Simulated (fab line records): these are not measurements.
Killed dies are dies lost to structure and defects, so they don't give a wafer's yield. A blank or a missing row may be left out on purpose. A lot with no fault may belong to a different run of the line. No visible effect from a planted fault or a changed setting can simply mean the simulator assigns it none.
Chamber matching :: flow gf180mcu :: GF_STI_CMP_25 on cmp-02: 4 sister chambers
The step polishes, stops on Si3N4, t overpolish 33 s, target thk 524.6 nm. 8 wafers are shown with their chamber, then 8 later ones without.

== EACH WAFER AND ITS CHAMBER ==
wafer: L825.4
chamber: 0
motor_current_A (A): 13.0
overpolish_run_s (s): 33.012

wafer: L825.6
chamber: 0
motor_current_A (A): 12.4
overpolish_run_s (s): 33.005

wafer: L826.2
chamber: 3
motor_current_A (A): 12.8
overpolish_run_s (s): 32.994

wafer: L826.5
chamber: 1
motor_current_A (A): 11.6
overpolish_run_s (s): 32.995

wafer: L828.2
chamber: 2
motor_current_A (A): 12.3
overpolish_run_s (s): 33.014

wafer: L828.3
chamber: 3
motor_current_A (A): 12.6
overpolish_run_s (s): 32.997

wafer: L828.5
chamber: 1
motor_current_A (A): 11.6
overpolish_run_s (s): 32.995

wafer: L833.1
chamber: 2
motor_current_A (A): 11.8
overpolish_run_s (s): 32.996

== WAFERS WITHOUT THEIR CHAMBER ==
wafer: L833.5
motor_current_A (A): 12.9
overpolish_run_s (s): 32.997

wafer: L833.6
motor_current_A (A): 12.0
overpolish_run_s (s): 32.993

wafer: L835.3
motor_current_A (A): 12.5
overpolish_run_s (s): 32.998

wafer: L835.5
motor_current_A (A): 12.1
overpolish_run_s (s): 33.005

wafer: L835.6
motor_current_A (A): 12.7
overpolish_run_s (s): 32.994

wafer: L842.3
motor_current_A (A): 12.5
overpolish_run_s (s): 33.001

wafer: L842.4
motor_current_A (A): 11.3
overpolish_run_s (s): 33.006

wafer: L842.5
motor_current_A (A): 12.5
overpolish_run_s (s): 32.994

== WHICH CHAMBER EACH ONE RAN IN ==
wafer: L833.5
from the rows above: can't be placed: 3 or 0
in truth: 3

wafer: L833.6
from the rows above: can't be placed: 1 or 2 or 3 or 0
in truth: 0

wafer: L835.3
from the rows above: can't be placed: 3 or 0 or 2
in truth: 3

wafer: L835.5
from the rows above: can't be placed: 2 or 0
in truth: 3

wafer: L835.6
from the rows above: can't be placed: 3 or 0
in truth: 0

wafer: L842.3
from the rows above: can't be placed: 3 or 0 or 2
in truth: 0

wafer: L842.4
from the rows above: can't be placed: 1 or 2
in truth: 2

wafer: L842.5
from the rows above: can't be placed: 3 or 0 or 2
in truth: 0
0 of 8 placed correctly. Not placeable from these rows: 8 (in 7, the candidates include the true chamber). Wrongly placed: 0.
How it was worked out, from the rows above alone: a wafer's distance from a chamber is the root of the sum, over the readings, of the square of ((its reading less the chamber's mean) divided by the reading's scatter). If the next closest chamber is less than 2 further off than the closest, the wafer can't be placed; otherwise it belongs to the closest. For every chamber, the mean is computed from those of its wafers that are shown. The scatter is the square root of a quotient: the sum, over the shown wafers, of each reading's squared deviation from its chamber's mean, divided by wafers minus chambers.
